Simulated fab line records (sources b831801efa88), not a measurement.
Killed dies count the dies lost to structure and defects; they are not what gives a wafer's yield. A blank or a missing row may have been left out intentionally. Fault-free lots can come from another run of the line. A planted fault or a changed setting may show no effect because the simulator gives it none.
Matching of chambers | flow gf180mcu | pecvd-04 running GF_MIM_CVD_05: 3 sister chambers
The step deposits Si3N4, target thk 42 nm, time 29.086 s. 18 wafers are shown with their chamber, then 9 later ones without.

== EACH WAFER AND ITS CHAMBER ==
wafer  | chamber | heater power w (W) | rf fwd power W (W) | susceptor temp C (C)
L074.2 | 2       | 712                | 444.7              | 385.28
L074.4 | 0       | 568                | 443.0              | 384.82
L074.6 | 1       | 563                | 445.6              | 384.97
L076.1 | 0       | 598                | 445.0              | 384.92
L076.2 | 1       | 611                | 448.0              | 384.79
L076.6 | 1       | 629                | 448.6              | 385.08
L078.1 | 1       | 678                | 449.1              | 384.67
L078.2 | 2       | 708                | 444.6              | 384.79
L078.3 | 0       | 563                | 444.6              | 384.77
L083.1 | 1       | 685                | 446.7              | 385.12
L083.3 | 0       | 541                | 445.2              | 385.03
L083.5 | 0       | 543                | 444.9              | 384.83
L085.4 | 2       | 831                | 447.6              | 385.27
L085.5 | 0       | 497                | 443.9              | 384.50
L085.6 | 1       | 698                | 445.9              | 385.26
L087.3 | 1       | 650                | 444.3              | 384.85
L087.5 | 0       | 514                | 444.5              | 385.00
L087.6 | 2       | 786                | 445.1              | 384.85

SIGNATURES (averages over the wafers above)
reading          | chamber 0 | chamber 1 | chamber 2 | scatter within a chamber
heater power w   | 546.29    | 644.86    | 759.25    | 45.7
rf fwd power W   | 444.443   | 446.886   | 445.500   | 1.36
susceptor temp C | 384.8386  | 384.9629  | 385.0475  | 0.209
Rule: a wafer lies at a distance from a chamber equal to the root of the sum of squares, over the readings, of (its reading less the chamber's mean, divided by the reading's scatter). If the next closest chamber is less than 2 further off than the closest, the wafer can't be placed; otherwise it belongs to the closest. The scatter: the root of (the sum of the squares of (reading less its chamber's mean) over the shown wafers, divided by (wafers less chambers)).

== WAFERS WITH NO CHAMBER GIVEN ==
wafer  | heater power w (W) | rf fwd power W (W) | susceptor temp C (C)
L089.1 | 615                | 445.4              | 384.85
L089.2 | 682                | 444.9              | 384.70
L089.3 | 505                | 444.1              | 384.91
L091.2 | 837                | 446.6              | 384.88
L091.3 | 660                | 445.5              | 385.01
L091.6 | 547                | 444.1              | 384.99
L095.1 | 489                | 443.4              | 385.23
L095.4 | 612                | 446.0              | 385.24
L095.6 | 489                | 445.8              | 385.14

== CHAMBER TAKEN BY EACH ==
wafer  | from the rows above          | in truth
L089.1 | can't be placed: 1 or 0 or 2 | 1
L089.2 | can't be placed: 1 or 2 or 0 | 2
L089.3 | 0                            | 0
L091.2 | 2                            | 2
L091.3 | can't be placed: 1 or 2 or 0 | 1
L091.6 | 0                            | 0
L095.1 | 0                            | 0
L095.4 | can't be placed: 1 or 0 or 2 | 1
L095.6 | can't be placed: 0 or 1      | 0
Correctly placed: 4 of 9. Cannot be placed on the basis of these rows: 5; the candidates contain the true chamber in 5. 0 placed wrongly.
